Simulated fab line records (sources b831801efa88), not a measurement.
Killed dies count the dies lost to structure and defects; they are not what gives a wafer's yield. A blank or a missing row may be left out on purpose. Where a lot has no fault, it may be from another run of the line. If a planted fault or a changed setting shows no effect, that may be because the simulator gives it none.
Chamber matching / flow gf180mcu / GF_PASSIVATION_ETCH_11 on rie_diel-04 has 4 sister chambers
The step etches the open film in CF4/O2, stops on TiN, target depth 2040 nm, time 453.3 s. 4 wafers are shown with their chamber, then 11 later ones without.

WAFERS WITH THEIR CHAMBER
wafer=L086.2; chamber=2; drypump_motor_current_A (A)=6.6
wafer=L086.4; chamber=1; drypump_motor_current_A (A)=5.3
wafer=L090.1; chamber=3; drypump_motor_current_A (A)=6.1
wafer=L091.1; chamber=0; drypump_motor_current_A (A)=5.1

WAFERS WITHOUT THEIR CHAMBER
wafer=L091.3; drypump_motor_current_A (A)=6.1
wafer=L091.4; drypump_motor_current_A (A)=6.1
wafer=L092.1; drypump_motor_current_A (A)=6.1
wafer=L092.4; drypump_motor_current_A (A)=5.1
wafer=L092.6; drypump_motor_current_A (A)=6.1
wafer=L093.4; drypump_motor_current_A (A)=5.1
wafer=L093.5; drypump_motor_current_A (A)=6.0
wafer=L093.6; drypump_motor_current_A (A)=6.6
wafer=L095.1; drypump_motor_current_A (A)=6.5
wafer=L095.3; drypump_motor_current_A (A)=5.4
wafer=L095.6; drypump_motor_current_A (A)=5.1

CHAMBER TAKEN BY EACH
wafer=L091.3; from the rows above=3; in truth=3
wafer=L091.4; from the rows above=3; in truth=3
wafer=L092.1; from the rows above=3; in truth=3
wafer=L092.4; from the rows above=0; in truth=0
wafer=L092.6; from the rows above=3; in truth=3
wafer=L093.4; from the rows above=0; in truth=0
wafer=L093.5; from the rows above=3; in truth=3
wafer=L093.6; from the rows above=2; in truth=2
wafer=L095.1; from the rows above=2; in truth=2
wafer=L095.3; from the rows above=1; in truth=1
wafer=L095.6; from the rows above=0; in truth=0
11 of 11 placed correctly. Left unplaced by these rows: 0. Number placed wrongly: 0.
How it was worked out, from the rows above alone: a wafer's distance from a chamber is the root of the sum, over the readings, of the square of ((its reading less the chamber's mean) divided by the reading's scatter). The wafer belongs to the nearest chamber; if the next one is less than 2 further off, it can't be placed. Each chamber's mean is taken over the wafers shown for it. The scatter: root of mean squared gap, hidden wafer to nearest shown wafer, with one shown wafer a chamber.
